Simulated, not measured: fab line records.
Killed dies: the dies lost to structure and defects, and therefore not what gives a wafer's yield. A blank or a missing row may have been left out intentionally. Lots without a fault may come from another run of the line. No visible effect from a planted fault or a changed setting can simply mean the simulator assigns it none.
What tool caused it? + flow sky130 + 13 lots with 39 wafers sampled at 2 steps, on a route of 708 steps

== WHAT THE GAUGES READ, wafer by wafer ==
SKY_NWELL_RS_MEAS_29: a four-point-probe measurement. Usual: NWELL_RS 624.7 ohm/sq, standard deviation 1.8.
| lot  | measured     | on           | NWELL_RS (ohm/sq) | flag |
|------|--------------|--------------|-------------------|------|
| L889 | day 5 10:01  | filmMetro-04 | 623.6 624.4 625.3 |      |
| L892 | day 6 00:31  | filmMetro-04 | 624.2 623.6 624.5 |      |
| L893 | day 6 08:49  | filmMetro-01 | 623.2 626.2 625.3 |      |
| L894 | day 6 14:06  | filmMetro-01 | 625.0 623.8 624.3 |      |
| L895 | day 6 17:23  | filmMetro-02 | 622.2 621.0 623.3 |      |
| L898 | day 7 11:26  | filmMetro-04 | 626.1 626.3 625.3 |      |
| L899 | day 7 18:02  | filmMetro-02 | 623.8 623.5 623.7 |      |
| L905 | day 9 21:32  | filmMetro-02 | 627.0 626.4 626.6 |      |
| L906 | day 10 03:10 | filmMetro-02 | 623.0 626.6 623.5 |      |
| L909 | day 10 14:50 | filmMetro-04 | 624.9 625.9 625.3 |      |
| L911 | day 10 22:37 | filmMetro-02 | 624.3 624.0 623.3 |      |
| L910 | day 10 23:32 | filmMetro-04 | 625.4 624.7 624.7 |      |
| L912 | day 11 04:52 | filmMetro-04 | 624.3 622.1 624.1 |      |

SKY_VT_ADJUST_LVTN_OVL_MEAS_07. Usual: VT_ADJUST_LVTN_OVL 0.5 nm, standard deviation 1.1.
| lot  | measured     | on         | VT_ADJUST_LVTN_OVL (nm) | flag |
|------|--------------|------------|-------------------------|------|
| L889 | day 6 22:40  | overlay-01 | 2.3 2.8 0.7             |      |
| L892 | day 7 14:53  | overlay-01 | -0.2 -1.4 -0.1          |      |
| L893 | day 7 23:56  | overlay-02 | 0.1 1.4 0.7             |      |
| L894 | day 8 05:48  | overlay-01 | 1.4 2.9 1.7             |      |
| L895 | day 8 09:17  | overlay-02 | -1.2 0.1 -0.2           |      |
| L898 | day 9 04:08  | overlay-01 | 2.3 0.2 0.8             |      |
| L899 | day 9 11:11  | overlay-01 | 0.0 1.5 1.9             |      |
| L905 | day 11 19:24 | overlay-01 | -0.5 -1.0 0.0           |      |
| L906 | day 12 02:32 | overlay-01 | 0.8 0.1 -0.7            |      |
| L909 | day 12 16:00 | overlay-01 | 0.8 0.1 -0.6            |      |
| L911 | day 12 23:05 | overlay-01 | -0.7 -1.3 0.3           |      |
| L910 | day 13 00:08 | overlay-02 | 0.2 0.2 -0.3            |      |
| L912 | day 13 05:26 | overlay-02 | 1.0 1.6 1.4             |      |

== TOOL THAT RAN EACH LOT (tool first, then ch and the chambers of the sampled wafers, then the start) ==
Before these readings, the record contains no process step.

== WHAT THE TOOLS THEMSELVES READ (means of the sampled wafers that have a number; where no wafer has one, the mark that the record gives instead) ==
The record holds no such reading with a usual standard deviation.

== THE ANSWER, worked out from the rows above alone ==
Rule: a lot counts as off when the mean over its wafers that have a number is more than 3 standard deviations away from the usual mean. Also off: a lot with no number at a reading for which 4 or more lots have one. All remaining lots with rows at the step are treated as sound. Order of review: gauges by route order, followed by the tools' own readings, for which a lot's mean as printed above is used. The first step at which some lot is off is used, and at that step the reading that is off furthest; a lot without a number counts as furthest.
Nothing can be told from this: no lot is off at any reading shown.

== WHAT HAD BEEN PUT IN BY THE SIMULATOR ==
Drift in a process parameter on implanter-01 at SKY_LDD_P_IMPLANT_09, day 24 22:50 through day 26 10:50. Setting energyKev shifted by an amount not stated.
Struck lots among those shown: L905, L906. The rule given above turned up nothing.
